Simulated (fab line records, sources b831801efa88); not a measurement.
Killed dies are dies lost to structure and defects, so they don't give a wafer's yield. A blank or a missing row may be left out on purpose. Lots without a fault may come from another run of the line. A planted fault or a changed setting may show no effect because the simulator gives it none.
fab line records | flow sky130
record lots=5 wafers=23
route steps=708 shown VT_ADJUST_NCORE@128 VT_ADJUST_HVTR@140 VT_ADJUST_PCH@151 SONOS_TUNNEL@156 SONOS_ONO@172 GATE_OXIDE@202 RES_PROTECT@209 POLY_GATE@213
start_h: hours from the record's first day to the start of the lot's first wafer shown | wait_h: hours since the lot's step before | " the same as in the row above | L1.1+2: a row that stands for several wafers | - no value, or no start given | * or withheld: withheld | < > ~ a bound
route shown NAME@n: a module of which the file shows steps, and the number in the route of the first | usual: mean/standard deviation of fault-free wafers | same: alike in all rows | chamber/n: place in a boat | sites: the reading at each site | _std_site: their standard deviation | _edge_site: outer sites' mean less inner sites' | radius_mm: how far each site lies from the wafer's centre | mask NAME#n: copy n | behind: the tool/chamber that last shaped the wafer | hold: why the lot was held/for how many hours/how that ended | device: the transistor (n, p or np) that didn't switch | end of line: the same wafers' tests at the end of the route | a step without rows: its recipe alone | killed: dies lost to structure and defects at the first sort, not the wafer's yield | map: a wafer's dies, x killed, . not, _ none there
set.NAME: the setting as run; set.NAME@STEP: as run at that earlier step | model.NAME: the simulator's own value behind a step, which no gauge read
lots whose settings were changed on purpose; a table a step, a row a wafer
## steps
# step SKY_VT_ADJUST_NCORE_IMPLANT_09
# recipe species=B energy_kev=10 dose_cm2=2.4e+12 tilt_deg=withheld
# columns lot.wafer tool chamber start_h wait_h set.dose_cm2
L074.1+5 implanter-02 0 172.69 0.0 2.4e+12
L074.2+3+6 " 0 " " 2.313e+12
L075.1+5+6 implanter-04 0 182.13 0.0 2.4e+12
L075.3+4 " 0 " " 2.255e+12
L077.1+2+4+5+6 implanter-01 0 203.32 0.0 2.4e+12
L081.1+3+4 implanter-02 0 227.94 0.0 2.4e+12
L085.1+5 implanter-01 0 257.14 0.0 2.4e+12
L085.2+3+4 " 0 " " 2.535e+12
# step SKY_VT_ADJUST_NCORE_STRIP_10
# recipe chemistry=O2/N2 power_w=1400 pressure_mtorr=1500 platen_temp_c=withheld o2_flow_sccm=3000 n2_flow_sccm=300 overash_fraction=0.5
# usual strip_time_to_endpoint_s=14.17/0.037
# columns lot.wafer tool chamber start_h wait_h set.resist_thk_nm@VT_ADJUST_NCORE_COAT_02 strip_time_to_endpoint_s
L074.1 plasma_asher-02 1 172.84 0.1 1174 14.55
L074.2 " 0 " " 1174 14.59
L074.3 " 1 " " 1140 14.20
L074.5 " 1 " " 1174 14.49
L074.6 " 0 " " 1140 14.18
L075.1 plasma_asher-01 1 182.28 0.1 1140 14.18
L075.3 " 1 " " 1140 14.21
L075.4 " 0 " " 1086 13.54
L075.5 " 1 " " 1086 13.54
L075.6 " 0 " " 1140 14.22
L077.1 plasma_asher-01 1 203.47 0.1 1104 13.75
L077.2 " 0 " " 1140 14.18
L077.4 " 1 " " 1140 14.18
L077.5 " 1 " " 1140 14.15
L077.6 " 0 " " 1104 13.72
L081.1 plasma_asher-01 1 228.09 0.1 1140 14.16
L081.3 " 0 " " 1140 14.13
L081.4 " 1 " " 1140 14.15
L085.1 plasma_asher-03 0 257.29 0.1 1140 14.25
L085.2 " 1 " " 1140 14.21
L085.3 " 1 " " 1102 13.75
L085.4 " 0 " " 1140 14.19
L085.5 " 1 " " 1102 13.78
# step SKY_VT_ADJUST_NCORE_TW_MEAS_11
# usual VT_ADJUST_NCORE_TW=220.8/1.4
# columns lot.wafer tool chamber start_h wait_h set.dose_cm2@VT_ADJUST_NCORE_IMPLANT_09 VT_ADJUST_NCORE_TW
L074.1 film_metro-02 - 172.94 0.1 2.4e+12 220.9
L074.2 " - " " 2.313e+12 218.2
L074.3 " - " " 2.313e+12 219.2
L074.5 " - " " 2.4e+12 221.3
L074.6 " - " " 2.313e+12 218.0
L075.1 film_metro-02 - 182.38 0.1 2.4e+12 219.6
L075.3 " - " " 2.255e+12 216.8
L075.4 " - " " 2.255e+12 216.4
L075.5 " - " " 2.4e+12 220.5
L075.6 " - " " 2.4e+12 221.2
L077.1 film_metro-03 - 203.57 0.1 2.4e+12 219.7
L077.2 " - " " 2.4e+12 218.5
L077.4 " - " " 2.4e+12 220.1
L077.5 " - " " 2.4e+12 218.4
L077.6 " - " " 2.4e+12 219.6
L081.1 film_metro-03 - 228.19 0.1 2.4e+12 220.2
L081.3 " - " " 2.4e+12 219.4
L081.4 " - " " 2.4e+12 219.1
L085.1 film_metro-02 - 257.39 0.1 2.4e+12 220.5
L085.2 " - " " 2.535e+12 224.1
L085.3 " - " " 2.535e+12 224.3
L085.4 " - " " 2.535e+12 223.8
L085.5 " - " " 2.4e+12 219.7
# step SKY_VT_ADJUST_HVTR_IMPLANT_09
# recipe species=B energy_kev=10 dose_cm2=2.1e+12 tilt_deg=withheld
# columns lot.wafer tool chamber start_h wait_h set.energy_kev model.implant.drp_nm
L074.1+6 implanter-03 0 193.97 0.0 9.605 16.64
L074.2+3+5 " 0 " " 10 17.11
L075.1+3+4+5+6 implanter-03 0 203.30 0.0 10 17.11
L077.1+2+5 implanter-04 0 225.07 0.0 10.19 17.34
L077.4+6 " 0 " " 10 17.11
L081.1+3+4 implanter-03 0 251.82 0.0 10 17.11
L085.1+2+3+4+5 implanter-02 0 281.72 0.0 10 17.11
# step SKY_VT_ADJUST_PCH_IMPLANT_08
# recipe species=B energy_kev=10 dose_cm2=5e+11 tilt_deg=withheld
# columns lot.wafer tool chamber start_h wait_h set.dose_cm2
L074.1+2+3 implanter-03 0 215.45 0.0 5e+11
L074.5+6 " 0 " " 4.713e+11
L075.1+3+4 implanter-01 0 225.23 0.0 5e+11
L075.5+6 " 0 " " 5.366e+11
L077.1+5 implanter-03 0 248.71 0.0 5e+11
L077.2+4+6 " 0 " " 4.823e+11
L081.1+3+4 implanter-01 0 275.63 0.0 5e+11
L085.1+3 implanter-01 0 307.33 0.0 5e+11
L085.2+4+5 " 0 " " 5.288e+11
# step SKY_VT_ADJUST_PCH_STRIP_09
# recipe chemistry=O2/N2 power_w=1400 pressure_mtorr=1500 platen_temp_c=withheld o2_flow_sccm=3000 n2_flow_sccm=300 overash_fraction=0.5
# step SKY_VT_ADJUST_PCH_TW_MEAS_10
# usual VT_ADJUST_PCH_TW=144.1/0.97
# columns lot.wafer tool chamber start_h wait_h set.dose_cm2@VT_ADJUST_PCH_IMPLANT_08 VT_ADJUST_PCH_TW
L074.1 film_metro-04 - 215.70 0.1 5e+11 144.8
L074.2 " - " " 5e+11 145.0
L074.3 " - " " 5e+11 144.6
L074.5 " - " " 4.713e+11 141.6
L074.6 " - " " 4.713e+11 142.3
L075.1 film_metro-03 - 225.48 0.1 5e+11 142.9
L075.3 " - " " 5e+11 142.3
L075.4 " - " " 5e+11 143.1
L075.5 " - " " 5.366e+11 145.6
L075.6 " - " " 5.366e+11 146.4
L077.1 film_metro-04 - 248.96 0.1 5e+11 144.6
L077.2 " - " " 4.823e+11 142.6
L077.4 " - " " 4.823e+11 142.6
L077.5 " - " " 5e+11 144.1
L077.6 " - " " 4.823e+11 142.9
L081.1 film_metro-04 - 275.88 0.1 5e+11 145.4
L081.3 " - " " 5e+11 145.1
L081.4 " - " " 5e+11 144.8
L085.1 film_metro-03 - 307.58 0.1 5e+11 142.9
L085.2 " - " " 5.288e+11 145.6
L085.3 " - " " 5e+11 144.4
L085.4 " - " " 5.288e+11 146.2
L085.5 " - " " 5.288e+11 145.3
# step SKY_SONOS_TUNNEL_COAT_02
# recipe resist=NOVOLAK spin_rpm=3000 resist_thk_nm=1140
# columns lot.wafer tool chamber start_h wait_h set.resist_thk_nm model.NOVOLAK_of_SONOS_TUNNEL_COAT_02.thk_nm
L074.1+5 litho_track-03 0 226.75 0.1 1140 1135
L074.2 " 0 " " 1140 1137
L074.3 " 0 " " 1140 1140
L074.6 " 0 " " 1140 1139
L075.1+5 litho_track-01 0 236.42 0.1 1140 1144
L075.3 " 0 " " 1140 1146
L075.4+6 " 0 " " 1179 1185
L077.1+4 litho_track-03 0 260.00 0.1 1140 1145
L077.2 " 0 " " 1140 1140
L077.5 " 0 " " 1208 1214
L077.6 " 0 " " 1208 1212
L081.1 litho_track-04 0 287.43 0.1 1140 1138
L081.3 " 0 " " 1140 1143
L081.4 " 0 " " 1140 1137
L085.1 litho_track-01 0 321.32 0.1 1140 1148
L085.2+4 " 0 " " 1161 1170
L085.3 " 0 " " 1140 1146
L085.5 " 0 " " 1140 1147
# step SKY_SONOS_TUNNEL_DEVELOP_06
# recipe resist=NOVOLAK developer=TMAH develop_time_s=60 dev_temp_c=23
# columns lot.wafer tool chamber start_h wait_h set.develop_time_s
L074.1+2+3+5+6 litho_track-04 0 238.28 0.1 60
L075.1+4+6 litho_track-04 0 248.58 0.1 67.93
L075.3+5 " 0 " " 60
L077.1+4+5 litho_track-04 0 272.03 0.1 66.99
L077.2+6 " 0 " " 60
L081.1+3+4 litho_track-04 0 300.78 0.1 60
L085.1+2+5 litho_track-04 0 334.23 0.1 57.4
L085.3+4 " 0 " " 60
# step SKY_SONOS_TUNNEL_CD_MEAS_07
# recipe target_cd_nm=410
# usual cd_nm=409.7/2.5
# columns lot.wafer tool chamber start_h wait_h set.resist_thk_nm@SONOS_TUNNEL_COAT_02 set.develop_time_s@SONOS_TUNNEL_DEVELOP_06 cd_nm
L074.1 cd_sem-02 - 238.43 0.1 1140 60 407.2
L074.2 " - " " 1140 60 407.3
L074.3 " - " " 1140 60 408.2
L074.5 " - " " 1140 60 408.0
L074.6 " - " " 1140 60 405.7
L075.1 cd_sem-02 - 248.73 0.1 1140 67.93 419.2
L075.3 " - " " 1140 60 406.7
L075.4 " - " " 1179 67.93 415.5
L075.5 " - " " 1140 60 408.0
L075.6 " - " " 1179 67.93 417.0
L077.1 cd_sem-02 - 272.18 0.1 1140 66.99 416.5
L077.2 " - " " 1140 60 405.2
L077.4 " - " " 1140 66.99 415.8
L077.5 " - " " 1208 66.99 408.7
L077.6 " - " " 1208 60 400.4
L081.1 cd_sem-02 - 300.93 0.1 1140 60 407.2
L081.3 " - " " 1140 60 408.8
L081.4 " - " " 1140 60 409.2
L085.1 cd_sem-02 - 334.38 0.1 1140 57.4 406.8
L085.2 " - " " 1161 57.4 407.3
L085.3 " - " " 1140 60 412.2
L085.4 " - " " 1161 60 410.2
L085.5 " - " " 1140 57.4 408.3
# step SKY_SONOS_ONO_CVD_04
# recipe material=SiO2 precursor=SiH4/N2O target_thk_nm=5.7199 temp_c=900 pressure_mtorr=400
# columns lot.wafer tool chamber start_h wait_h set.time_s model.SiO2_of_SONOS_ONO_CVD_04.thk_nm
L074.1 - - - 0.1 993 6.254
L074.2 " - " " 993 6.214
L074.3 " - " " 993 6.233
L074.5 " - " " 993 6.182
L074.6 " - " " 993 6.219
L075.1 - - - 0.1 973.2 6.178
L075.3 " - " " 973.2 6.036
L075.4 " - " " 973.2 6.112
L075.5 " - " " 973.2 6.095
L075.6 " - " " 973.2 6.002
L077.1 - - - 0.1 963.4 6.049
L077.2 " - " " 963.4 6.044
L077.4 " - " " 963.4 6.037
L077.5 " - " " 963.4 6.034
L077.6 " - " " 963.4 5.99
L081.1 lpcvd-03 0 304.96 0.1 900 5.678
L081.3 " 0 " " 900 5.67
L081.4 " 0 " " 900 5.672
L085.1 - - - 0.1 900 5.599
L085.2 " - " " 900 5.535
L085.3 " - " " 900 5.603
L085.4 " - " " 900 5.57
L085.5 " - " " 900 5.684
# step SKY_SONOS_ONO_THK_MEAS_05
# recipe reads=SiO2_of_SONOS_ONO_CVD_04
# usual SONOS_ONO_CVD_04_THK=5.65/0.094
# columns lot.wafer tool chamber start_h wait_h set.time_s@SONOS_ONO_CVD_04 SONOS_ONO_CVD_04_THK[nm]
L074.1 film_metro-02 - - - 993 6.28
L074.2 " - " " 993 6.20
L074.3 " - " " 993 6.18
L074.5 " - " " 993 6.21
L074.6 " - " " 993 6.17
L075.1 film_metro-01 - - - 973.2 6.16
L075.3 " - " " 973.2 6.01
L075.4 " - " " 973.2 6.08
L075.5 " - " " 973.2 6.15
L075.6 " - " " 973.2 6.02
L077.1 film_metro-02 - - - 963.4 6.05
L077.2 " - " " 963.4 6.05
L077.4 " - " " 963.4 6.01
L077.5 " - " " 963.4 6.04
L077.6 " - " " 963.4 6.00
L081.1 film_metro-03 - 306.21 0.0 900 5.69
L081.3 " - " " 900 5.63
L081.4 " - " " 900 5.68
L085.1 film_metro-03 - - - 900 5.53
L085.2 " - " " 900 5.56
L085.3 " - " " 900 5.55
L085.4 " - " " 900 5.58
L085.5 " - " " 900 5.72
# step SKY_GATE_OXIDE_CLEAN_15
# recipe chemistry=SC1/SC2 mix=1:4:20 temp_c=70 time_s=150 dry=n2_spin
# columns lot.wafer tool chamber start_h wait_h set.time_s set.time_s@SONOS_ONO_CVD_04 model.SiO2_of_SONOS_ONO_CVD_04.thk_nm
L074.1 - - - 0.1 136.5 993 4.807
L074.2 " - " " 136.5 993 4.775
L074.3 " - " " 136.5 993 4.792
L074.5 " - " " 136.5 993 4.742
L074.6 " - " " 136.5 993 4.778
L075.1 - - - 0.1 137.6 973.2 4.71
L075.3 " - " " 137.6 973.2 4.572
L075.4 " - " " 137.6 973.2 4.645
L075.5 " - " " 137.6 973.2 4.625
L075.6 " - " " 137.6 973.2 4.532
L077.1 - - - 0.1 133.8 963.4 4.592
L077.2 " - " " 133.8 963.4 4.586
L077.4 " - " " 133.8 963.4 4.583
L077.5 " - " " 133.8 963.4 4.577
L077.6 " - " " 133.8 963.4 4.535
L081.1+3 wet_bench-02 3 362.45 0.1 150 900 4.169
L081.4 " 3 " " 150 900 4.164
L085.1 - - - 0.1 172.4 900 4.069
L085.2 " - " " 172.4 900 4.016
L085.3 " - " " 172.4 900 4.079
L085.4 " - " " 172.4 900 4.038
L085.5 " - " " 172.4 900 4.151
# step SKY_RES_PROTECT_SOFTBAKE_03
# recipe temp_c=90 time_s=60 resist=NOVOLAK
# columns lot.wafer tool chamber start_h wait_h set.temp_c
L074.1+2+5 litho_track-01 0 311.87 0.1 87.8
L074.3+6 " 0 " " 90
L075.1+6 litho_track-02 0 324.27 0.1 92.65
L075.3+4+5 " 0 " " 90
L077.1+5 litho_track-01 0 352.02 0.1 90
L077.2+4+6 " 0 " " 91.02
L081.1+3+4 litho_track-03 0 379.20 0.1 90
L085.1+4 litho_track-02 0 417.17 0.1 88.66
L085.2+3+5 " 0 " " 90
# step SKY_RES_PROTECT_EXPOSE_04
# recipe mask_id=RPM na=0.6 source_shape=conventional sigma_outer=0.6 polarization=unpolarized target_cd_nm=1270 dose_mj=131
# step SKY_RES_PROTECT_PEB_05
# recipe temp_c=withheld time_s=* resist=NOVOLAK
# step SKY_RES_PROTECT_DEVELOP_06
# recipe resist=NOVOLAK developer=TMAH develop_time_s=60 dev_temp_c=23
# columns lot.wafer tool chamber start_h wait_h set.temp_c@RES_PROTECT_SOFTBAKE_03 model.NOVOLAK_of_RES_PROTECT_COAT_02.thk_nm
L074.1 litho_track-03 0 325.90 0.1 87.8 1153
L074.2 " 0 " " 87.8 1149
L074.3+6 " 0 " " 90 1140
L074.5 " 0 " " 87.8 1151
L075.1 litho_track-01 0 337.27 0.1 92.65 1131
L075.3 " 0 " " 90 1138
L075.4 " 0 " " 90 1139
L075.5 " 0 " " 90 1140
L075.6 " 0 " " 92.65 1130
L077.1 litho_track-01 0 365.57 0.1 90 1142
L077.2 " 0 " " 91.02 1140
L077.4 " 0 " " 91.02 1141
L077.5 " 0 " " 90 1144
L077.6 " 0 " " 91.02 1135
L081.1 litho_track-01 0 393.32 0.1 90 1135
L081.3 " 0 " " 90 1139
L081.4 " 0 " " 90 1133
L085.1 litho_track-03 0 432.35 0.1 88.66 1148
L085.2+5 " 0 " " 90 1141
L085.3 " 0 " " 90 1142
L085.4 " 0 " " 88.66 1149
# step SKY_POLY_GATE_IMPLANT_02
# recipe species=P energy_kev=30.3 dose_cm2=7.7e+15 tilt_deg=0
# step SKY_RES_PROTECT_STRIP_07
# recipe chemistry=O2/N2 power_w=1400 pressure_mtorr=1500 platen_temp_c=withheld o2_flow_sccm=3000 n2_flow_sccm=300 overash_fraction=0.5
# usual strip_time_to_endpoint_s=23.38/0.038
# columns lot.wafer tool chamber start_h wait_h set.temp_c@RES_PROTECT_SOFTBAKE_03 strip_time_to_endpoint_s
L074.1 plasma_asher-04 0 326.20 0.1 87.8 23.50
L074.2 " 1 " " 87.8 23.49
L074.3 " 0 " " 90 23.39
L074.5 " 0 " " 87.8 23.49
L074.6 " 1 " " 90 23.40
L075.1 plasma_asher-02 1 337.57 0.1 92.65 23.26
L075.3 " 1 " " 90 23.34
L075.4 " 0 " " 90 23.35
L075.5 " 1 " " 90 23.37
L075.6 " 0 " " 92.65 23.25
L077.1 plasma_asher-04 0 365.87 0.1 90 23.44
L077.2 " 1 " " 91.02 23.40
L077.4 " 1 " " 91.02 23.43
L077.5 " 0 " " 90 23.44
L077.6 " 1 " " 91.02 23.35
L081.1 plasma_asher-03 1 393.62 0.1 90 23.31
L081.3 " 0 " " 90 23.36
L081.4 " 1 " " 90 23.32
L085.1 plasma_asher-03 0 432.65 0.1 88.66 23.47
L085.2 " 1 " " 90 23.39
L085.3 " 1 " " 90 23.40
L085.4 " 0 " " 88.66 23.47
L085.5 " 0 " " 90 23.39
# step SKY_POLY_GATE_COAT_07
# recipe resist=BARC temp_c=withheld time_s=withheld spin_rpm=3000 resist_thk_nm=110
# columns lot.wafer tool chamber start_h wait_h set.resist_thk_nm model.BARC_of_POLY_GATE_COAT_07.thk_nm
L074.1 litho_track-01 0 342.42 0.1 113.4 112.9
L074.2+3 " 0 " " 110 109.7
L074.5 " 0 " " 110 109.6
L074.6 " 0 " " 113.4 113.4
L075.1 litho_track-03 0 355.35 0.1 110 109.5
L075.3 " 0 " " 110 109.6
L075.4 " 0 " " 107.3 107.1
L075.5 " 0 " " 110 109.4
L075.6 " 0 " " 107.3 106.9
L077.1 litho_track-03 0 382.15 0.1 107 107
L077.2+6 " 0 " " 107 106.8
L077.4+5 " 0 " " 110 109.9
L081.1 litho_track-04 0 410.78 0.1 110 109.8
L081.3 " 0 " " 110 110.4
L081.4 " 0 " " 110 109.9
L085.1 litho_track-01 0 449.72 0.1 106.3 106
L085.2 " 0 " " 110 109.7
L085.3+4 " 0 " " 110 109.9
L085.5 " 0 " " 106.3 106.2
## key
split step=SKY_VT_ADJUST_NCORE_IMPLANT_09 setting=dose_cm2 stated=2.4e+12 by=wafer
response step=SKY_VT_ADJUST_NCORE_TW_MEAS_11 reading=VT_ADJUST_NCORE_TW change=+0.67 per=1% r=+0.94
split step=SKY_VT_ADJUST_HVTR_IMPLANT_09 setting=energy_kev stated=10 by=wafer
response step=SKY_VT_ADJUST_HVTR_IMPLANT_09 reading=model.implant.drp_nm change=+0.12 per=1% r=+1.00
split step=SKY_VT_ADJUST_PCH_IMPLANT_08 setting=dose_cm2 stated=5e+11 by=wafer
response step=SKY_VT_ADJUST_PCH_TW_MEAS_10 reading=VT_ADJUST_PCH_TW change=+0.435 per=1% r=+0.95
split step=SKY_SONOS_TUNNEL_COAT_02 setting=resist_thk_nm stated=1140 by=wafer
response step=SKY_SONOS_TUNNEL_COAT_02 reading=model.NOVOLAK_of_SONOS_TUNNEL_COAT_02.thk_nm change=+11.7 per=1% r=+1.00
response step=SKY_SONOS_TUNNEL_CD_MEAS_07 reading=cd_nm slope=-0.956 per=1% together_with=develop_time_s@SONOS_TUNNEL_DEVELOP_06 explained=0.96
split step=SKY_SONOS_TUNNEL_DEVELOP_06 setting=develop_time_s stated=60 by=wafer
response step=SKY_SONOS_TUNNEL_CD_MEAS_07 reading=cd_nm change=+0.831 per=1% r=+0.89
split step=SKY_SONOS_ONO_CVD_04 setting=time_s stated=900 by=lot
response step=SKY_SONOS_ONO_CVD_04 reading=model.SiO2_of_SONOS_ONO_CVD_04.thk_nm change=+0.0572 per=1% r=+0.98
response step=SKY_SONOS_ONO_THK_MEAS_05 reading=SONOS_ONO_CVD_04_THK change=+0.0575 per=1% r=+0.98
response step=SKY_GATE_OXIDE_CLEAN_15 reading=model.SiO2_of_SONOS_ONO_CVD_04.thk_nm change=+0.0646 per=1% r=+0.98
split step=SKY_GATE_OXIDE_CLEAN_15 setting=time_s stated=150 by=lot
response none clear
split step=SKY_RES_PROTECT_SOFTBAKE_03 setting=temp_c stated=90 by=wafer
response step=SKY_RES_PROTECT_DEVELOP_06 reading=model.NOVOLAK_of_RES_PROTECT_COAT_02.thk_nm change=-3.59 per=1% r=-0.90
response step=SKY_RES_PROTECT_STRIP_07 reading=strip_time_to_endpoint_s change=* per=1% r=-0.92
split step=SKY_POLY_GATE_COAT_07 setting=resist_thk_nm stated=110 by=wafer
response step=SKY_POLY_GATE_COAT_07 reading=model.BARC_of_POLY_GATE_COAT_07.thk_nm change=+1.1 per=1% r=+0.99
split outside_this_file step=SKY_VT_ADJUST_NCORE_COAT_02 setting=resist_thk_nm
# split outside_this_file: this setting was split too, and the file shows its column; the key of that split is in another file
